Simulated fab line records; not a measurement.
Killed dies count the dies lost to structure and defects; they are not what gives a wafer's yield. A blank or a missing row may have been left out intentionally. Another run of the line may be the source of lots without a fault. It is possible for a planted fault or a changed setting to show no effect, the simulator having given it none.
What tool caused it? | flow gf180mcu | Sampling: 12 lots, 34 wafers, 5 of 602 route steps

## WHAT EACH GAUGE READ, for each wafer
GF_M1_CD_MEAS_14 targets a cd of 230 nm.
lot  | measured     | on        | cd nm (nm)
L168 | day 16 23:35 | cd sem-01 | 230.5 231.4 231.0
L169 | day 17 10:18 | cd sem-02 | 230.9 231.9 232.0
L170 | day 17 18:19 | cd sem-01 | 230.6 229.8 230.6
L172 | day 18 10:12 | cd sem-01 | 230.1 231.4 231.8
L176 | day 19 22:08 | cd sem-02 | 230.7 229.5 229.7
L177 | day 20 08:13 | cd sem-02 | 230.0 229.8 229.6
L178 | day 20 16:56 | cd sem-01 | 231.9 231.8 230.2
L179 | day 21 00:05 | cd sem-01 | 231.1 231.4
L181 | day 21 15:32 | cd sem-01 | 229.9 228.4 229.8
L183 | day 22 11:31 | cd sem-02 | 231.3 232.1
L191 | day 25 05:29 | cd sem-01 | 230.3 229.4 228.9
L190 | day 25 06:28 | cd sem-02 | 229.0 229.0 228.6

GF_M4_THK_MEAS_06: measures by xrf.
lot  | measured     | on            | M4_ALCU_THK (nm)
L168 | day 22 06:52 | film metro-01 | 457 456 446
L169 | day 22 18:58 | film metro-03 | 428 445 434
L170 | day 23 02:19 | film metro-01 | 449 448 460
L172 | day 23 16:26 | film metro-01 | 451 448 443
L176 | day 25 04:56 | film metro-03 | 446 438 446
L177 | day 25 11:19 | film metro-03 | 445 439 434
L178 | day 25 20:33 | film metro-02 | 438 441 438
L179 | day 26 02:22 | film metro-02 | 447 446
L181 | day 26 15:23 | film metro-02 | 455 459 458
L183 | day 27 09:03 | film metro-01 | 449 438
L191 | day 29 20:01 | film metro-01 | 445 448 443
L190 | day 29 23:38 | film metro-02 | 448 448 447

GF_V4_OVL_MEAS_15.
lot  | measured     | on         | V4_OVL (nm)
L168 | day 24 04:06 | overlay-01 | 2 0 6
L169 | day 24 16:51 | overlay-02 | 2 -7 0
L170 | day 25 00:39 | overlay-01 | 7 -9 0
L172 | day 25 12:16 | overlay-02 | 4 11 4
L176 | day 27 00:36 | overlay-01 | -2 1 1
L177 | day 27 06:20 | overlay-01 | 4 4 4
L178 | day 27 15:16 | overlay-02 | 0 6 0
L179 | day 27 20:13 | overlay-01 | -2 -3
L181 | day 28 09:22 | overlay-01 | -3 -6 6
L183 | day 29 02:02 | overlay-02 | 8 13
L191 | day 31 09:05 | overlay-02 | 8 4 5
L190 | day 31 13:01 | overlay-01 | -4 7 -6

## EACH LOT AND THE TOOL THAT RAN IT (in order: tool; ch and the chambers of the sampled wafers; start)
lot  | GF_M3_METAL_ETCH_16               | GF_M3_STRIP_17
L168 | rie metal-02 ch 0,1, day 21 04:02 | plasma asher-04 ch 0,1, day 21 04:10
L169 | rie metal-04 ch 0,1, day 21 17:03 | plasma asher-01 ch 0,1, day 21 17:11
L170 | rie metal-02 ch 0,1, day 21 23:55 | plasma asher-02 ch 0,1, day 22 00:02
L172 | rie metal-04 ch 0,1, day 22 14:28 | plasma asher-02 ch 0,1, day 22 14:35
L176 | rie metal-02 ch 0, day 24 03:50   | plasma asher-02 ch 0,1, day 24 04:02
L177 | rie metal-04 ch 0,1, day 24 10:52 | plasma asher-02 ch 1, day 24 10:59
L178 | rie metal-04 ch 0,1, day 24 19:20 | plasma asher-02 ch 0,1, day 24 19:28
L179 | rie metal-04 ch 1, day 25 01:33   | plasma asher-01 ch 0,1, day 25 01:41
L181 | rie metal-04 ch 0,1, day 25 14:38 | plasma asher-02 ch 1, day 25 14:46
L183 | rie metal-04 ch 0, day 26 09:18   | plasma asher-04 ch 1, day 26 09:26
L191 | rie metal-02 ch 0,1, day 28 21:58 | plasma asher-04 ch 0,1, day 28 22:05
L190 | rie metal-03 ch 0,1, day 29 00:34 | plasma asher-02 ch 0,1, day 29 00:41
- GF_M3_METAL_ETCH_16: etches the open film in Cl2/BCl3, stops on SiO2, target depth 750.8 nm, time 125.1 s.
- GF_M3_STRIP_17: strips in O2/N2.

## AS READ BY THE TOOLS THEMSELVES (means over the sampled wafers that have a number; for cases with no such wafer, the mark the record gives instead)
GF_M3_METAL_ETCH_16.
lot  | tool         | drypump motor current A (A) | oes product au (a.u.) | throttle valve pct (%)
L168 | rie metal-02 | 5.8                         | 0.985                 | 28.246
L169 | rie metal-04 | 5.2                         | 0.987                 | 28.228
L170 | rie metal-02 | 5.8                         | 0.985                 | 28.236
L172 | rie metal-04 | 5.4                         | 0.989                 | 28.235
L176 | rie metal-02 | 5.6                         | 0.991                 | 28.234
L177 | rie metal-04 | 5.4                         | 0.980                 | 28.235
L178 | rie metal-04 | 5.4                         | 0.982                 | 28.237
L179 | rie metal-04 | 5.7                         | 0.999                 | 28.227
L181 | rie metal-04 | 5.5                         | 0.990                 | 28.234
L183 | rie metal-04 | 5.0                         | 0.990                 | 28.238
L191 | rie metal-02 | 5.8                         | 0.991                 | 28.225
L190 | rie metal-03 | 6.0                         | 0.989                 | 28.232

GF_M3_STRIP_17.
lot  | tool            | drypump motor current A (A) | heater power w (W) | oes product au (a.u.) | strip time to endpoint s (s)
L168 | plasma asher-04 | 5.9                         | 319                | 0.545                 | 7.45
L169 | plasma asher-01 | 5.2                         | 329                | 0.545                 | 7.48
L170 | plasma asher-02 | 6.2                         | 312                | 0.538                 | 7.43
L172 | plasma asher-02 | 6.2                         | 309                | 0.534                 | 7.41
L176 | plasma asher-02 | 5.7                         | 315                | 0.542                 | 7.43
L177 | plasma asher-02 | 6.6                         | 299                | 0.541                 | 7.47
L178 | plasma asher-02 | 6.2                         | 307                | 0.545                 | 7.49
L179 | plasma asher-01 | 5.3                         | 334                | 0.518                 | 6.79
L181 | plasma asher-02 | 6.6                         | 296                | 0.521                 | 7.00
L183 | plasma asher-04 | 6.0                         | 340                | 0.525                 | 6.96
L191 | plasma asher-04 | 5.9                         | 332                | 0.537                 | 7.40
L190 | plasma asher-02 | 6.2                         | 309                | 0.536                 | 7.38

## THE ANSWER, worked out from the rows above alone
Rule: the lots themselves supply what counts as usual. The widest of any qualifying gaps counts: lots, ordered by their means at a reading, are off when they make up no more than a third of the lots, leave a main group of 4 or more, and stand apart from it by 3 or more times the standard deviation of that group's means. The tables above print the reading to a certain number of digits; a main group whose means all agree to those digits is not used. Also off: a lot with no number at a reading for which 4 or more lots have one. All remaining lots with rows at the step are treated as sound. The gauges are gone through in route order, then the tools' own readings, and for those a lot's mean is taken as printed above. The first step at which some lot is off is used, and at that step the reading that is off furthest; a lot without a number counts as furthest.
Off at GF_M3_STRIP_17 (strip time to endpoint s): L179, L181, L183. Main group: mean 7.44 s, sd 0.036.
If a tool, at that step or one of the process steps before it, ran each lot that is off and ran no sound lot following the first of them, it fits. One candidate fits, namely rie metal-04 at GF_M3_METAL_ETCH_16. Its last sound lot is L178 (day 24 19:20), its first lot that is off L179 (day 25 01:33): a fault that began between those two fits.

## WHAT WAS PUT IN BY THE SIMULATOR
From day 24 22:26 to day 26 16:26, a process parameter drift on rie metal-04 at GF_M3_METAL_ETCH_16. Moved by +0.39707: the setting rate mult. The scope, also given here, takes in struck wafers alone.
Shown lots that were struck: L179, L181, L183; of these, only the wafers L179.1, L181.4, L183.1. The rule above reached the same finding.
